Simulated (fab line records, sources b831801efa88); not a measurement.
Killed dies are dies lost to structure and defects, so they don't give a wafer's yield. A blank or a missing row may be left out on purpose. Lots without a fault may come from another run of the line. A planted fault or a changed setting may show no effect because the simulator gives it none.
One fault seen from 2 desks | flow gf180mcu | each desk has only its own numbers; what lay behind them comes last

THE TOOL OWNER'S DESK: rie_diel-02
The tool's own readings at GF_M5_ETCH_09 (etches Si3N4 in CF4/O2, target depth 52 nm, time 11.6 s): means of the sampled wafers that have a number, for each lot that ran on this tool. A lot is out of limits, marked OUT, if its mean lies more than 4 standard deviations from the usual mean; the brackets give that distance.
Columns: A = bias_w at GF_M5_ETCH_09, usual 150.0 W; B = drypump_motor_current_A at GF_M5_ETCH_09, usual 5.7 A; C = oes_product_au at GF_M5_ETCH_09, usual 0.996 a.u.; D = throttle_valve_pct at GF_M5_ETCH_09, usual 5.969 %
lot  | first seen here | A     | B   | C     | D
L723 | day 26 07:26    | 150.1 | 5.4 | 0.995 | 5.963
L724 | day 26 11:07    | 149.5 | 5.8 | 0.991 | 5.960
L731 | day 29 00:07    | -     | 5.8 | 1.006 | 5.969
L732 | day 29 06:40    | -     | 5.4 | 0.998 | 5.966
This desk's finding: nothing out of limits on any of the 4 lots.

THE METROLOGY DESK
What the gauges read, lot by lot, whatever tool the lot ran on: means of the sampled wafers that have a number. A lot is out of limits, marked OUT, if its mean lies more than 4 standard deviations from the usual mean; the brackets give that distance.
Columns: A = cd_nm at GF_M5_CD_MEAS_07, usual 279.6 nm; B = M5_OVL at GF_M5_OVL_MEAS_08, usual 3 nm
lot  | first seen here | A     | B
L723 | day 26 07:16    | 277.9 | -1
L724 | day 26 11:00    | 278.8 | 0
L731 | day 28 23:59    | 278.3 | -3
L732 | day 29 06:31    | 280.4 | 6
L744 | day 32 01:37    | 280.9 | 3
L745 | day 32 10:26    | 279.2 | 8
This desk's finding: nothing out of limits on any of the 6 lots.

PUT TOGETHER
The tool owner's desk saw nothing out of limits.
The metrology desk saw nothing out of limits.

WHAT THE SIMULATOR HAD PUT IN
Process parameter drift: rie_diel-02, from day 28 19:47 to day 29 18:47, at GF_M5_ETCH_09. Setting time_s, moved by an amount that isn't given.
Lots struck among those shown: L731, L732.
